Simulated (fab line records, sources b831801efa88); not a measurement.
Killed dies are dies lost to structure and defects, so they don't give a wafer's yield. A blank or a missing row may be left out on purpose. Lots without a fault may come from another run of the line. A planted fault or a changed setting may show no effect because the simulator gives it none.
fab line records | flow gf180mcu
record lots=15 wafers=45 last_day=34
route steps=602 shown V3@450 M4@460
lots that met no fault: from a run of the same line without faults
start_h: hours from the record's first day to the start of the lot's first wafer shown | wait_h: hours since the lot's step before | " the same as in the row above | L1.1+2: a row that stands for several wafers | - no value, or no start given | * or withheld: withheld | < > ~ a bound
route shown NAME@n: a module of which the file shows steps, and the number in the route of the first | usual: mean/standard deviation of fault-free wafers | same: alike in all rows | chamber/n: place in a boat | sites: the reading at each site | _std_site: their standard deviation | _edge_site: outer sites' mean less inner sites' | radius_mm: how far each site lies from the wafer's centre | mask NAME#n: copy n | behind: the tool/chamber that last shaped the wafer | hold: why the lot was held/for how many hours/how that ended | device: the transistor (n, p or np) that didn't switch | end of line: the same wafers' tests at the end of the route | a step without rows: its recipe alone | killed: dies lost to structure and defects at the first sort, not the wafer's yield | map: a wafer's dies, x killed, . not, _ none there
set.NAME: the setting as run; set.NAME@STEP: as run at that earlier step | model.NAME: the simulator's own value behind a step, which no gauge read
steps of the route over a sample of lots; a table a step, a row a wafer
services: from which hour (start_h, from the record's first day; less than 0 if before it) a tool's chamber was out of use, for how many hours, and why
## steps
# step GF_V3_SPUTTER_21
# recipe material=Ti target_thk_nm=15 chamber_pressure_pa=5 power_w=2500 substrate_temp_c=200 time_s=80.02
# usual throttle_valve_pct=29.4/1.4
# columns lot.wafer tool chamber start_h wait_h throttle_valve_pct
L897.1 pvd_sputter-03 - 513.54 0.0 29.3
L897.2 " - " " 27.8
L897.5 " - " " 28.0
L898.1 pvd_sputter-03 - 539.90 0.0 28.7
L898.5 " - " " 29.3
L898.6 " - " " 27.7
L899.1 pvd_sputter-01 - 542.83 0.0 27.8
L899.2 " - " " 28.7
L899.3 " - " " 29.8
L903.2 pvd_sputter-01 - 561.15 0.0 29.7
L903.3 " - " " 30.3
L903.5 " - " " 27.7
L902.1 pvd_sputter-02 - 562.75 0.0 31.9
L902.2 " - " " 28.2
L902.5 " - " " 28.3
L905.3 pvd_sputter-02 - 577.48 0.0 28.4
L905.4 " - " " 28.1
L905.5 " - " " 28.5
L906.1 pvd_sputter-02 - 585.83 0.0 31.9
L906.4 " - " " 28.8
L906.6 " - " " 28.8
L909.1 pvd_sputter-03 - 609.10 0.0 27.8
L909.4 " - " " 28.5
L909.6 " - " " 28.3
L910.1 pvd_sputter-01 - 616.26 0.0 28.8
L910.4 " - " " 27.8
L910.6 " - " " 28.5
L911.2 pvd_sputter-03 - 626.04 0.0 28.0
L911.3 " - " " 29.2
L911.5 " - " " 28.7
L912.2 pvd_sputter-02 - 632.59 0.0 28.8
L912.3 " - " " 28.2
L912.5 " - " " 28.7
L916.1 pvd_sputter-01 - 666.75 0.0 29.6
L916.3 " - " " 30.2
L916.6 " - " " 28.9
L917.1 pvd_sputter-01 - 671.40 0.0 29.7
L917.4 " - " " 28.7
L917.6 " - " " 28.6
L918.2 pvd_sputter-03 - 681.32 0.0 29.1
L918.4 " - " " 28.6
L918.5 " - " " 32.1
L919.1 pvd_sputter-03 - 682.30 0.0 29.2
L919.2 " - " " 28.7
L919.5 " - " " 29.3
# step GF_V3_THK_MEAS_25
# recipe thk_meas_gauge=xrf reads=W_of_V3_CVD_23
# usual V3_W_THK=347/4.1
# columns lot.wafer tool chamber start_h wait_h V3_W_THK[nm]
L897.1 film_metro-04 - 513.87 0.1 348
L897.2 " - " " 348
L897.5 " - " " 346
L898.1 film_metro-04 - 540.23 0.1 353
L898.5 " - " " 350
L898.6 " - " " 351
L899.1 film_metro-04 - 543.16 0.1 352
L899.2 " - " " 348
L899.3 " - " " 348
L903.2 film_metro-02 - 561.50 0.1 339
L903.3 " - " " 344
L903.5 " - " " 341
L902.1 film_metro-01 - 563.08 0.1 347
L902.2 " - " " 341
L902.5 " - " " 337
L905.3 film_metro-01 - 577.83 0.1 346
L905.4 " - " " 347
L905.5 " - " " 345
L906.1 film_metro-04 - 586.16 0.1 350
L906.4 " - " " 352
L906.6 " - " " 350
L909.1 film_metro-01 - 609.43 0.1 339
L909.4 " - " " 344
L909.6 " - " " 349
L910.1 film_metro-04 - 616.59 0.1 352
L910.4 " - " " 346
L910.6 " - " " 344
L911.2 film_metro-04 - 626.38 0.1 347
L911.3 " - " " 347
L911.5 " - " " 351
L912.2 film_metro-02 - 632.97 0.1 342
L912.3 " - " " 345
L912.5 " - " " 349
L916.1 film_metro-01 - 667.08 0.1 347
L916.3 " - " " 350
L916.6 " - " " 342
L917.1 film_metro-02 - 671.73 0.1 346
L917.4 " - " " 353
L917.6 " - " " 348
L918.2 film_metro-01 - 681.66 0.1 349
L918.4 " - " " 353
L918.5 " - " " 356
L919.1 film_metro-04 - 682.63 0.1 346
L919.2 " - " " 344
L919.5 " - " " 346
# step GF_M4_SPUTTER_04
# recipe material=TiN target_thk_nm=50 power_w=6500 time_s=41.7 chamber_pressure_pa=0.4
# usual throttle_valve_pct=30.0/1.3
# columns lot.wafer tool chamber start_h wait_h throttle_valve_pct
L897.1 pvd_sputter-01 - 514.41 0.0 30.4
L897.2 " - " " 27.6
L897.5 " - " " 30.1
L898.1 pvd_sputter-01 - 540.78 0.0 30.4
L898.5 " - " " 28.3
L898.6 " - " " 30.1
L899.1 pvd_sputter-03 - 543.70 0.0 31.8
L899.2 " - " " 27.8
L899.3 " - " " 29.2
L903.2 pvd_sputter-03 - 562.20 0.0 29.2
L903.3 " - " " 32.1
L903.5 " - " " 29.3
L902.1 pvd_sputter-03 - 563.62 0.0 28.7
L902.2 " - " " 29.3
L902.5 " - " " 32.0
L905.3 pvd_sputter-04 - 578.35 0.0 30.9
L905.4 " - " " 30.0
L905.5 " - " " 29.7
L906.1 pvd_sputter-04 - 586.70 0.0 30.5
L906.4 " - " " 30.7
L906.6 " - " " 30.8
L909.1 pvd_sputter-01 - 610.00 0.0 29.6
L909.4 " - " " 27.7
L909.6 " - " " 27.4
L910.1 pvd_sputter-04 - 617.13 0.0 30.6
L910.4 " - " " 29.6
L910.6 " - " " 31.2
L911.2 pvd_sputter-01 - 626.91 0.0 28.6
L911.3 " - " " 27.7
L911.5 " - " " 30.2
L912.2 pvd_sputter-03 - 633.50 0.0 32.1
L912.3 " - " " 28.7
L912.5 " - " " 28.8
L916.1 pvd_sputter-04 - 667.91 0.0 30.0
L916.3 " - " " 30.6
L916.6 " - " " 29.7
L917.1 pvd_sputter-04 - 672.27 0.0 31.1
L917.4 " - " " 30.5
L917.6 " - " " 30.0
L918.2 pvd_sputter-04 - 682.19 0.0 31.3
L918.4 " - " " 30.8
L918.5 " - " " 31.3
L919.1 pvd_sputter-01 - 683.17 0.0 29.5
L919.2 " - " " 30.5
L919.5 " - " " 27.3
# step GF_M4_DEVELOP_13
# recipe develop_time_s=60 dev_temp_c=21
# usual chill_plate_temp_C=23.01/0.098 develop_time_s=60/0
# columns lot.wafer tool chamber start_h wait_h chill_plate_temp_C develop_time_s
L897.1 litho_track-04 0 537.07 0.2 22.85 60
L897.2 " 0 " " 22.91 60
L897.5 " 0 " " 23.06 60
L898.1 litho_track-02 0 562.75 0.2 23.02 60
L898.5 " 0 " " 23.04 60
L898.6 " 0 " " 22.86 60
L899.1 litho_track-03 0 565.90 0.2 23.01 60
L899.2 " 0 " " 22.99 60
L899.3 " 0 " " 22.96 60
L903.2 litho_track-04 0 583.80 0.2 23.14 60
L903.3 " 0 " " 23.01 60
L903.5 " 0 " " 23.04 60
L902.1 litho_track-03 0 585.50 0.2 23.00 60
L902.2 " 0 " " 23.02 60
L902.5 " 0 " " 22.94 60
L905.3 litho_track-03 0 600.25 0.1 22.90 60
L905.4 " 0 " " 22.85 60
L905.5 " 0 " " 22.99 60
L906.1 litho_track-04 0 608.77 0.2 23.04 60
L906.4 " 0 " " 23.02 60
L906.6 " 0 " " 23.06 60
L909.1 litho_track-03 0 630.20 0.2 23.11 60
L909.4 " 0 " " 23.22 60
L909.6 " 0 " " 23.02 60
L910.1 litho_track-02 - 637.05 0.2 - -
L910.4 " - " " - -
L910.6 " - " " - -
L911.2 litho_track-04 - 646.90 0.2 - -
L911.3 " - " " - -
L911.5 " - " " - -
L912.2 litho_track-02 - 653.57 0.2 - -
L912.3 " - " " - -
L912.5 " - " " - -
L916.1 litho_track-04 0 686.42 0.2 23.00 60
L916.3 " 0 " " 22.93 60
L916.6 " 0 " " 23.00 60
L917.1 litho_track-04 0 691.22 0.2 23.05 60
L917.4 " 0 " " 22.96 60
L917.6 " 0 " " 23.00 60
L918.2 litho_track-02 0 701.67 0.2 23.03 60
L918.4 " 0 " " 23.12 60
L918.5 " 0 " " 22.82 60
L919.1 litho_track-02 0 701.99 0.2 23.08 60
L919.2 " 0 " " 22.99 60
L919.5 " 0 " " 23.00 60
## services
# columns tool chamber start_h hours kind
pvd_sputter-02 - 508.12 3.2 repair
pvd_sputter-04 - 557.64 3.3 repair
pvd_sputter-03 - 580.63 13.0 repair
pvd_sputter-01 - 583.29 1.2 repair
pvd_sputter-04 - 593.87 2.7 repair
pvd_sputter-04 - 663.54 1.7 repair
pvd_sputter-02 - 668.09 30.4 repair
pvd_sputter-04 - 688.91 6.0 repair
## key
first_sign step=GF_M4_DEVELOP_13 reading=tool_record direction=missing
effect none on later readings
met_at GF_M4_DEVELOP_13
struck_lots L910,L911,L912
later_rows_left_out L910.1,L910.4,L910.6,L911.2,L911.3,L911.5,L912.2,L912.3,L912.5
sort_left_out L910.1,L910.4,L910.6,L911.2,L911.3,L911.5,L912.2,L912.3,L912.5
not_acting_at GF_V3_SPUTTER_21,GF_V3_THK_MEAS_25,GF_M4_SPUTTER_04
onset_between 608.77 637.05
fault kind=skipped_step_whole tool=litho_track-02,litho_track-04 chamber=- onset_h=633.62 steps=GF_M4_DEVELOP_13 scope=struck_lots_only
# sort_left_out: the simulated sort isn't trusted on such a fault, so these wafers' sort isn't shown, and their yield isn't known
# later_rows_left_out: the simulator's readings of these wafers behind a module that went badly wrong aren't trusted and aren't shown, but for the sort
